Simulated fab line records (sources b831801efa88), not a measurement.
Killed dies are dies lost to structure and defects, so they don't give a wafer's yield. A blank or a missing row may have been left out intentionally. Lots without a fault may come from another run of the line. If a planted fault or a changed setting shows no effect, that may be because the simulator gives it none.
The tool behind it: which one? || flow gf180mcu || at 1 step of a route of 602, 12 lots with 36 wafers sampled

WHAT THE GAUGES READ, wafer by wafer
GF_V3_THK_MEAS_01.
{"lot": "L075", "measured": "day 21 09:34", "on": "film metro-03", "V3_CVD_00_THK (nm)": "599 622 601"}
{"lot": "L077", "measured": "day 22 15:03", "on": "film metro-03", "V3_CVD_00_THK (nm)": "617 593 602"}
{"lot": "L079", "measured": "day 23 04:48", "on": "film metro-02", "V3_CVD_00_THK (nm)": "586 606 589"}
{"lot": "L081", "measured": "day 24 01:08", "on": "film metro-03", "V3_CVD_00_THK (nm)": "614 586 596"}
{"lot": "L083", "measured": "day 25 13:28", "on": "film metro-03", "V3_CVD_00_THK (nm)": "590 585 591"}
{"lot": "L086", "measured": "day 25 21:55", "on": "film metro-02", "V3_CVD_00_THK (nm)": "595 595 589"}
{"lot": "L087", "measured": "day 26 12:28", "on": "film metro-03", "V3_CVD_00_THK (nm)": "587 594 595"}
{"lot": "L089", "measured": "day 26 19:01", "on": "film metro-03", "V3_CVD_00_THK (nm)": "597 600 599"}
{"lot": "L091", "measured": "day 27 03:25", "on": "film metro-04", "V3_CVD_00_THK (nm)": "599 598 605"}
{"lot": "L093", "measured": "day 27 19:30", "on": "film metro-04", "V3_CVD_00_THK (nm)": "609 593 592"}
{"lot": "L095", "measured": "day 28 10:38", "on": "film metro-03", "V3_CVD_00_THK (nm)": "603 595 603"}
{"lot": "L097", "measured": "day 28 23:13", "on": "film metro-04", "V3_CVD_00_THK (nm)": "591 606 594"}

WHICH TOOL RAN EACH LOT (tool, then ch and the chambers of the sampled wafers, then the start)
There is no process step in the record ahead of these readings.

THE ANSWER, worked out from the rows above alone
Rule: the lots themselves supply what counts as usual. The widest of any qualifying gaps counts: lots, ordered by their means at a reading, are off when they make up no more than a third of the lots, leave a main group of 4 or more, and stand apart from it by 3 or more times the standard deviation of that group's means. A main group is skipped when, at the precision printed for the reading in the tables above, its means are all equal. A lot without any number at a reading at which 4 lots or more have one is off too. Where the step has rows for the other lots, those lots are counted as sound.
None of the lots is off at any reading shown; this tells nothing.

WHAT THE SIMULATOR HAD INSERTED
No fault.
